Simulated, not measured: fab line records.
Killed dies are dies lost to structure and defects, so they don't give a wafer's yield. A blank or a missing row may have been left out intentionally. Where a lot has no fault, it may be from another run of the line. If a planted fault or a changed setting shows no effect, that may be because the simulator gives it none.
fab line records | flow gf180mcu
[record] lots = 11 | wafers = 33 | last_day = 34
route steps=602 shown V3@451 V4@492 V5@557
lots that met no fault: from a run of the same line without faults
start_h: hours from the record's opening day to when the first of the lot's shown wafers began | wait_h: hours elapsed since this lot's preceding step | " as in the row above | L1.1+2: a row that stands for several wafers | - no value present, or no start provided | * or withheld: withheld | < > ~ a bound
route shown NAME@n: NAME is a module with steps in the file, n the number in the route of the first one | usual: mean/standard deviation taken from wafers without a fault | same: alike in all rows | chamber/n: place in a boat | sites: the reading at each site | _std_site: how widely they spread, as a standard deviation | _edge_site: inner sites' mean taken away from outer sites' mean | radius_mm: how far each site lies from the wafer's centre | mask NAME#n: copy n | behind: the last tool/chamber to shape the wafer | hold: reason for holding the lot/hours on hold/outcome of the hold | device: whichever transistor did not switch (one of n, p or np) | end of line: tests run on the same wafers once the route is complete | for a step that has no rows: nothing shown but its recipe | killed: not the wafer's yield, but the dies lost to structure and defects at the first sort | map: the dies of a wafer, with x for killed, . for not killed, _ for no die there
set.NAME: the run value of the setting; set.NAME@STEP: its run value at that earlier step | model.NAME: the simulator's own value behind a step, which no gauge read
route steps across a sampled set of lots; one table per step, one row per wafer
services: from which hour (start_h, from the record's first day; less than 0 if before it) a tool's chamber was out of use, for how many hours, and why
[[steps]]
[step GF_V3_SPUTTER_22]
[recipe] material = TiN | target_thk_nm = 10 | chamber_pressure_pa = 5 | power_w = 4000 | time_s = 40
[usual] throttle_valve_pct = 30.3/0.9
lot.wafer | tool           | chamber | start_h | wait_h | throttle_valve_pct
L386.2    | pvd_sputter-02 | -       | 518.06  | 0.0    | 30.3
L386.4    | "              | -       | "       | "      | 30.8
L386.6    | "              | -       | "       | "      | 31.8
L389.1    | pvd_sputter-04 | -       | 541.55  | 0.0    | 29.1
L389.3    | "              | -       | "       | "      | 30.2
L389.5    | "              | -       | "       | "      | 30.3
L390.1    | pvd_sputter-01 | -       | 555.50  | 0.0    | 29.6
L390.4    | "              | -       | "       | "      | 29.9
L390.5    | "              | -       | "       | "      | 29.6
L392.4    | pvd_sputter-02 | -       | 568.65  | 0.0    | 30.7
L392.5    | "              | -       | "       | "      | 30.3
L392.6    | "              | -       | "       | "      | 30.5
L393.2    | pvd_sputter-01 | -       | 571.21  | 0.0    | 28.7
L393.3    | "              | -       | "       | "      | 31.2
L393.5    | "              | -       | "       | "      | 30.0
L400.1    | pvd_sputter-02 | -       | 626.95  | 0.0    | 30.7
L400.3    | "              | -       | "       | "      | 31.7
L400.4    | "              | -       | "       | "      | 31.4
L401.2    | pvd_sputter-04 | -       | 639.36  | 0.0    | 29.2
L401.3    | "              | -       | "       | "      | 30.0
L401.4    | "              | -       | "       | "      | 29.3
L404.1    | pvd_sputter-02 | -       | 659.45  | 0.0    | 31.1
L404.2    | "              | -       | "       | "      | 30.3
L404.6    | "              | -       | "       | "      | 30.3
L405.1    | pvd_sputter-02 | -       | 662.43  | 0.0    | 30.8
L405.2    | "              | -       | "       | "      | 31.9
L405.5    | "              | -       | "       | "      | 31.2
L406.3    | pvd_sputter-01 | -       | 675.05  | 0.0    | 28.4
L406.4    | "              | -       | "       | "      | 30.0
L406.5    | "              | -       | "       | "      | 30.2
L409.1    | pvd_sputter-04 | -       | 694.19  | 0.0    | 29.0
L409.3    | "              | -       | "       | "      | 28.9
L409.4    | "              | -       | "       | "      | 30.1
[step GF_V4_ETCH_16]
[recipe] chemistry = N2/H2 | target_depth_a = withheld | overetch_a = withheld | time_s = withheld | target = BARC | ion_energy_ev = 200 | source_w = 500 | bias_w = 100 | pressure_mtorr = 30 | n2_flow_sccm = 100 | h2_flow_sccm = 200
[usual] drypump_motor_current_A = 6.1/0.42 | oes_product_au = 0.854/0.0053 | throttle_valve_pct = 13.225/0.009
lot.wafer | tool        | chamber | start_h | wait_h | drypump_motor_current_A | oes_product_au | throttle_valve_pct
L386.2    | rie_diel-04 | 3       | 565.07  | 0.0    | 6.0                     | 0.860          | 13.228
L386.4    | "           | 1       | "       | "      | 6.4                     | 0.858          | 13.220
L386.6    | "           | 1       | "       | "      | 6.4                     | 0.849          | 13.233
L389.1    | rie_diel-02 | 3       | 587.04  | 0.0    | 5.8                     | 0.849          | 13.213
L389.3    | "           | 2       | "       | "      | 6.6                     | 0.862          | 13.225
L389.5    | "           | 2       | "       | "      | 6.7                     | 0.858          | 13.225
L390.1    | rie_diel-04 | 1       | 601.00  | 0.0    | 6.4                     | 0.857          | 13.223
L390.4    | "           | 2       | "       | "      | 6.5                     | 0.851          | 13.215
L390.5    | "           | 3       | "       | "      | 6.0                     | 0.856          | 13.208
L392.4    | rie_diel-04 | 3       | 613.24  | 0.0    | 6.0                     | 0.856          | 13.229
L392.5    | "           | 1       | "       | "      | 6.4                     | 0.849          | 13.213
L392.6    | "           | 2       | "       | "      | 6.4                     | 0.854          | 13.233
L393.2    | rie_diel-03 | 2       | 615.90  | 0.0    | 5.3                     | 0.858          | 13.215
L393.3    | "           | 1       | "       | "      | 5.8                     | 0.859          | 13.235
L393.5    | "           | 3       | "       | "      | 6.0                     | 0.850          | 13.222
L400.1    | rie_diel-04 | 0       | 669.91  | 0.0    | 6.6                     | 0.850          | 13.223
L400.3    | "           | 2       | "       | "      | 6.5                     | 0.843          | 13.234
L400.4    | "           | 3       | "       | "      | 6.0                     | 0.848          | 13.211
L401.2    | rie_diel-02 | 0       | 681.05  | 0.0    | 5.8                     | 0.858          | 13.223
L401.3    | "           | 2       | "       | "      | 6.6                     | 0.847          | 13.233
L401.4    | "           | 1       | "       | "      | 5.7                     | 0.848          | 13.230
L404.1    | rie_diel-02 | 0       | 700.45  | 0.0    | 5.9                     | 0.847          | 13.218
L404.2    | "           | 1       | "       | "      | 5.7                     | 0.858          | 13.230
L404.6    | "           | 1       | "       | "      | 5.7                     | 0.855          | 13.229
L405.1    | rie_diel-03 | 1       | 703.25  | 0.0    | 5.7                     | 0.864          | 13.223
L405.2    | "           | 0       | "       | "      | 6.7                     | 0.851          | 13.225
L405.5    | "           | 2       | "       | "      | 5.3                     | 0.852          | 13.245
L406.3    | rie_diel-02 | 0       | 715.41  | 0.0    | 5.8                     | 0.853          | 13.241
L406.4    | "           | 3       | "       | "      | 5.8                     | 0.857          | 13.233
L406.5    | "           | 2       | "       | "      | 6.7                     | 0.856          | 13.213
L409.1    | rie_diel-02 | 3       | 731.85  | 0.0    | 5.8                     | 0.861          | 13.231
L409.3    | "           | 2       | "       | "      | 6.6                     | 0.853          | 13.237
L409.4    | "           | 1       | "       | "      | 5.7                     | 0.851          | 13.236
[step GF_V5_ETCH_17]
[recipe] chemistry = C4F8/O2/Ar | mask_material = KrF | target = SiO2 | stop_on = TiN | source_w = 1500 | bias_w = 1200 | pressure_mtorr = 40 | c4f8_flow_sccm = withheld | O2_flow_sccm = 6 | Ar_flow_sccm = 300 | time_s = withheld | target_depth_a = 8550
[usual] oes_product_au = 0.860/0.0053
lot.wafer | tool        | chamber | start_h | wait_h | oes_product_au
L386.2    | rie_diel-01 | 3       | -       | -      | 0.863
L386.4    | "           | 1       | "       | "      | 0.863
L386.6    | "           | 2       | "       | "      | 0.853
L389.1    | rie_diel-04 | 2       | -       | -      | 0.854
L389.3    | "           | 1       | "       | "      | 0.868
L389.5    | "           | 2       | "       | "      | 0.865
L390.1    | rie_diel-04 | 2       | -       | -      | 0.854
L390.4    | "           | 1       | "       | "      | 0.857
L390.5    | "           | 0       | "       | "      | 0.857
L392.4    | rie_diel-02 | 2       | -       | -      | 0.868
L392.5    | "           | 0       | "       | "      | 0.857
L392.6    | "           | 1       | "       | "      | 0.862
L393.2    | rie_diel-02 | 1       | -       | -      | 0.855
L393.3    | "           | 2       | "       | "      | 0.872
L393.5    | "           | 0       | "       | "      | 0.857
L400.1    | rie_diel-04 | 3       | -       | -      | 0.862
L400.3    | "           | 2       | "       | "      | 0.858
L400.4    | "           | 1       | "       | "      | 0.860
L401.2    | rie_diel-01 | 3       | -       | -      | 0.858
L401.3    | "           | 2       | "       | "      | 0.857
L401.4    | "           | 0       | "       | "      | 0.857
L404.1    | rie_diel-01 | 3       | -       | -      | 0.868
L404.2    | "           | 0       | "       | "      | 0.856
L404.6    | "           | 3       | "       | "      | 0.856
L405.1    | rie_diel-02 | 3       | -       | -      | 0.861
L405.2    | "           | 2       | "       | "      | 0.853
L405.5    | "           | 2       | "       | "      | 0.861
L406.3    | rie_diel-01 | 0       | -       | -      | 0.861
L406.4    | "           | 1       | "       | "      | 0.865
L406.5    | "           | 3       | "       | "      | 0.858
L409.1    | rie_diel-01 | 3       | -       | -      | 0.868
L409.3    | "           | 1       | "       | "      | 0.858
L409.4    | "           | 0       | "       | "      | 0.863
[step GF_V5_CVD_23]
[recipe] material = W | target_thk_nm = 350 | time_s = 104.9 | temp_c = 400 | pressure_torr = 40
[usual] heater_power_w = 868/91
lot.wafer | tool     | chamber | start_h | wait_h | heater_power_w
L386.2    | cvd_w-01 | 1       | 631.96  | 0.0    | 708
L386.4    | "        | 0       | "       | "      | 967
L386.6    | "        | 1       | "       | "      | 738
L389.1    | cvd_w-01 | 1       | 654.05  | 0.0    | 726
L389.3    | "        | 1       | "       | "      | 729
L389.5    | "        | 0       | "       | "      | 998
L390.1    | cvd_w-02 | 0       | 666.11  | 0.0    | 883
L390.4    | "        | 0       | "       | "      | 910
L390.5    | "        | 0       | "       | "      | 903
L392.4    | cvd_w-01 | 1       | 677.82  | 0.1    | 731
L392.5    | "        | 1       | "       | "      | 734
L392.6    | "        | 0       | "       | "      | 952
L393.2    | cvd_w-02 | 1       | 681.22  | 0.0    | 878
L393.3    | "        | 0       | "       | "      | 918
L393.5    | "        | 1       | "       | "      | 841
L400.1    | cvd_w-01 | 0       | 730.15  | 0.0    | 987
L400.3    | "        | 1       | "       | "      | 722
L400.4    | "        | 0       | "       | "      | 1003
L401.2    | cvd_w-01 | 0       | 739.56  | 0.0    | 985
L401.3    | "        | 0       | "       | "      | 1009
L401.4    | "        | 1       | "       | "      | 712
L404.1    | cvd_w-02 | 0       | 756.78  | 0.0    | 926
L404.2    | "        | 1       | "       | "      | 868
L404.6    | "        | 1       | "       | "      | 846
L405.1    | cvd_w-02 | 1       | 758.43  | 0.0    | 842
L405.2    | "        | 0       | "       | "      | 895
L405.5    | "        | 1       | "       | "      | 837
L406.3    | cvd_w-02 | 0       | 771.26  | 0.1    | 915
L406.4    | "        | 1       | "       | "      | 864
L406.5    | "        | 0       | "       | "      | 905
L409.1    | cvd_w-02 | 0       | 784.95  | 0.0    | 914
L409.3    | "        | 0       | "       | "      | 921
L409.4    | "        | 1       | "       | "      | 841
[step GF_V5_RS_MEAS_24]
[recipe] thk_meas_gauge = four-point-probe | reads = W_of_V5_CVD_23+TiN_of_V5_SPUTTER_22+Ti_of_V5_SPUTTER_21
[usual] V5_W_RS = 0.330/0.0041
lot.wafer | tool          | chamber | start_h | wait_h | V5_W_RS[ohm/sq]
L386.2    | film_metro-02 | -       | 632.09  | 0.1    | 0.335
L386.4    | "             | -       | "       | "      | 0.337
L386.6    | "             | -       | "       | "      | 0.336
L389.1    | film_metro-04 | -       | 654.16  | 0.1    | 0.327
L389.3    | "             | -       | "       | "      | 0.332
L389.5    | "             | -       | "       | "      | 0.334
L390.1    | film_metro-04 | -       | 666.22  | 0.1    | 0.329
L390.4    | "             | -       | "       | "      | 0.331
L390.5    | "             | -       | "       | "      | 0.333
L392.4    | film_metro-04 | -       | 677.95  | 0.1    | 0.334
L392.5    | "             | -       | "       | "      | 0.334
L392.6    | "             | -       | "       | "      | 0.331
L393.2    | film_metro-04 | -       | 681.35  | 0.1    | 0.328
L393.3    | "             | -       | "       | "      | 0.330
L393.5    | "             | -       | "       | "      | 0.332
L400.1    | film_metro-02 | -       | 730.26  | 0.1    | 0.739
L400.3    | "             | -       | "       | "      | 0.328
L400.4    | "             | -       | "       | "      | 0.734
L401.2    | film_metro-04 | -       | 739.69  | 0.1    | 0.737
L401.3    | "             | -       | "       | "      | 0.750
L401.4    | "             | -       | "       | "      | 0.326
L404.1    | film_metro-02 | -       | 756.89  | 0.1    | 0.320
L404.2    | "             | -       | "       | "      | 0.320
L404.6    | "             | -       | "       | "      | 0.324
L405.1    | film_metro-02 | -       | 758.54  | 0.1    | 0.327
L405.2    | "             | -       | "       | "      | 0.326
L405.5    | "             | -       | "       | "      | 0.325
L406.3    | film_metro-04 | -       | 771.37  | 0.1    | 0.329
L406.4    | "             | -       | "       | "      | 0.326
L406.5    | "             | -       | "       | "      | 0.331
L409.1    | film_metro-03 | -       | 785.06  | 0.1    | 0.326
L409.3    | "             | -       | "       | "      | 0.324
L409.4    | "             | -       | "       | "      | 0.324
[step GF_V5_THK_MEAS_25]
[recipe] thk_meas_gauge = xrf | reads = W_of_V5_CVD_23
[usual] V5_W_THK = 332/6.4
lot.wafer | tool          | chamber | start_h | wait_h | V5_W_THK[nm]
L386.2    | film_metro-02 | -       | 632.20  | 0.1    | 322
L386.4    | "             | -       | "       | "      | 318
L386.6    | "             | -       | "       | "      | 321
L389.1    | film_metro-04 | -       | 654.28  | 0.1    | 336
L389.3    | "             | -       | "       | "      | 334
L389.5    | "             | -       | "       | "      | 331
L390.1    | film_metro-04 | -       | 666.34  | 0.1    | 335
L390.4    | "             | -       | "       | "      | 337
L390.5    | "             | -       | "       | "      | 330
L392.4    | film_metro-04 | -       | 678.04  | 0.1    | 326
L392.5    | "             | -       | "       | "      | 327
L392.6    | "             | -       | "       | "      | 330
L393.2    | film_metro-04 | -       | 681.46  | 0.1    | 334
L393.3    | "             | -       | "       | "      | 332
L393.5    | "             | -       | "       | "      | 329
L400.1    | film_metro-02 | -       | 730.38  | 0.1    | 149
L400.3    | "             | -       | "       | "      | 324
L400.4    | "             | -       | "       | "      | 151
L401.2    | film_metro-04 | -       | 739.80  | 0.1    | 152
L401.3    | "             | -       | "       | "      | 149
L401.4    | "             | -       | "       | "      | 334
L404.1    | film_metro-02 | -       | 757.01  | 0.1    | 338
L404.2    | "             | -       | "       | "      | 338
L404.6    | "             | -       | "       | "      | 333
L405.1    | film_metro-02 | -       | 758.66  | 0.1    | 329
L405.2    | "             | -       | "       | "      | 332
L405.5    | "             | -       | "       | "      | 333
L406.3    | film_metro-04 | -       | 771.47  | 0.1    | 334
L406.4    | "             | -       | "       | "      | 338
L406.5    | "             | -       | "       | "      | 335
L409.1    | film_metro-03 | -       | 785.18  | 0.1    | 347
L409.3    | "             | -       | "       | "      | 346
L409.4    | "             | -       | "       | "      | 347
[step GF_V5_CMP_26]
[recipe] stop_on = SiO2 | down_force_psi = 3.5 | platen_rpm = 60 | t_overpolish_s = 15 | target_thk_nm = 0 | pad_velocity_m_s = 0.94248
[usual] edge_zone_pressure_frac = 1.000/0.0047 | motor_current_A = 11.2/0.89 | slurry_flow_ml_min = 150.0/0.46 | time_to_endpoint_s = 86/3
lot.wafer | tool   | chamber | start_h | wait_h | edge_zone_pressure_frac | motor_current_A | slurry_flow_ml_min | time_to_endpoint_s
L386.2    | cmp-01 | 2       | 632.30  | 0.1    | 0.992                   | 11.5            | 149.8              | 82
L386.4    | "      | 0       | "       | "      | 1.003                   | 9.9             | 149.5              | 83
L386.6    | "      | 2       | "       | "      | 0.989                   | 11.5            | 149.9              | 80
L389.1    | cmp-01 | 3       | 654.51  | 0.2    | 1.006                   | 12.2            | 150.3              | 87
L389.3    | "      | 0       | "       | "      | 1.003                   | 9.8             | 150.3              | 87
L389.5    | "      | 1       | "       | "      | 0.996                   | 10.8            | 150.3              | 82
L390.4    | cmp-01 | 2       | 666.40  | 0.0    | 1.004                   | 11.3            | 150.0              | 86
L390.1    | "      | 0       | "       | "      | 0.997                   | 9.8             | 150.1              | 89
L390.5    | "      | 2       | "       | "      | 0.996                   | 11.3            | 149.6              | 89
L392.4    | cmp-01 | 2       | 678.22  | 0.2    | 0.994                   | 11.4            | 150.9              | 85
L392.6    | "      | 3       | "       | "      | 0.997                   | 12.4            | 150.6              | 87
L392.5    | "      | 0       | "       | "      | 0.992                   | 10.1            | 150.6              | 88
L393.3    | cmp-02 | 0       | 681.56  | 0.1    | 0.994                   | 11.0            | 149.7              | 81
L393.2    | "      | 2       | "       | "      | 0.999                   | 12.2            | 149.4              | 83
L393.5    | "      | 3       | "       | "      | 0.998                   | 10.1            | 150.9              | 85
L400.4    | cmp-02 | 1       | 730.44  | 0.0    | 1.002                   | 10.9            | 150.0              | 42
L400.3    | "      | 2       | "       | "      | 0.995                   | 12.3            | 150.6              | 88
L400.1    | "      | 3       | "       | "      | 1.007                   | 9.5             | 150.0              | 39
L401.4    | cmp-02 | 1       | 739.90  | 0.1    | 1.002                   | 11.1            | 150.2              | 85
L401.2    | "      | 2       | "       | "      | 0.984                   | 12.6            | 150.0              | 35
L401.3    | "      | 3       | "       | "      | 1.001                   | 10.0            | 150.0              | 38
L404.1    | cmp-02 | 1       | 757.12  | 0.1    | 1.003                   | 11.0            | 150.3              | 86
L404.2    | "      | 3       | "       | "      | 0.999                   | 9.9             | 150.8              | 87
L404.6    | "      | 1       | "       | "      | 0.994                   | 11.6            | 150.0              | 85
L405.1    | cmp-01 | 2       | 758.77  | 0.1    | 1.003                   | 11.0            | 150.3              | 83
L405.2    | "      | 0       | "       | "      | 1.000                   | 10.2            | 150.3              | 87
L405.5    | "      | 1       | "       | "      | 1.002                   | 10.7            | 149.3              | 82
L406.3    | cmp-02 | 2       | 772.32  | 0.8    | 0.997                   | 12.0            | 150.4              | 90
L406.4    | "      | 0       | "       | "      | 0.997                   | 11.5            | 150.2              | 90
L406.5    | "      | 3       | "       | "      | 1.001                   | 9.4             | 150.4              | 86
L409.1    | cmp-01 | 3       | 785.24  | 0.1    | 1.004                   | 11.9            | 149.0              | 86
L409.3    | "      | 1       | "       | "      | 0.994                   | 11.0            | 149.8              | 86
L409.4    | "      | 2       | "       | "      | 1.007                   | 11.5            | 150.1              | 90
[[services]]
tool           | chamber | start_h | hours | kind
cvd_w-02       | -       | 503.92  | 6.9   | pm
cmp-02         | -       | 520.35  | 5.3   | pm
cvd_w-02       | 0       | 524.16  | 5.7   | repair
rie_diel-02    | 0       | 525.70  | 15.2  | repair
pvd_sputter-02 | -       | 540.58  | 1.6   | repair
rie_diel-02    | -       | 541.66  | 0.4   | repair
rie_diel-02    | 1       | 549.86  | 2.5   | repair
rie_diel-02    | 3       | 553.07  | 7.3   | repair
cmp-01         | -       | 556.35  | 4.9   | pm
rie_diel-02    | 3       | 563.36  | 11.2  | repair
cmp-01         | -       | 572.14  | 4.0   | pm
cmp-01         | -       | 580.80  | 0.6   | repair
cmp-01         | -       | 591.36  | 1.2   | repair
rie_diel-01    | 0       | 594.83  | 6.0   | repair
rie_diel-02    | 3       | 596.66  | 32.4  | repair
pvd_sputter-02 | -       | 602.98  | 2.5   | repair
cmp-02         | -       | 610.54  | 4.7   | repair
cmp-01         | -       | 659.63  | 1.8   | repair
cmp-01         | -       | 661.98  | 1.4   | repair
cvd_w-02       | -       | 669.01  | 6.0   | pm
rie_diel-04    | 0       | 688.39  | 2.1   | repair
cmp-01         | -       | 764.01  | 1.7   | repair
cmp-01         | -       | 766.77  | 15.8  | repair
cmp-01         | -       | 782.06  | 1.8   | repair
[[key]]
[first_sign] step = GF_V5_RS_MEAS_24 | reading = V5_W_RS | direction = up | sigmas = 99+ | usual = 0.330 | struck = 0.740
[effect] step = GF_V5_THK_MEAS_25 | reading = V5_W_THK | direction = down | sigmas = 28 | usual = 332 | struck = 150
[effect] step = GF_V5_CMP_26 | reading = time_to_endpoint_s | direction = down | sigmas = 15 | usual = * | struck = *
met_at GF_V5_CVD_23
struck_lots L400,L401
struck_wafers L400.1,L400.4,L401.2,L401.3
not_acting_at GF_V3_SPUTTER_22,GF_V4_ETCH_16,GF_V5_ETCH_17
onset_between 677.82 730.15
[fault] kind = process_parameter_drift | tool = cvd_w-01 | chamber = 0 | onset_h = 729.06 | steps = GF_V5_CVD_23 | channel = target_thk_nm | offset = -192.52 | shape = step | end_h = 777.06 | acts_in = these_recipes_only | stated = 350
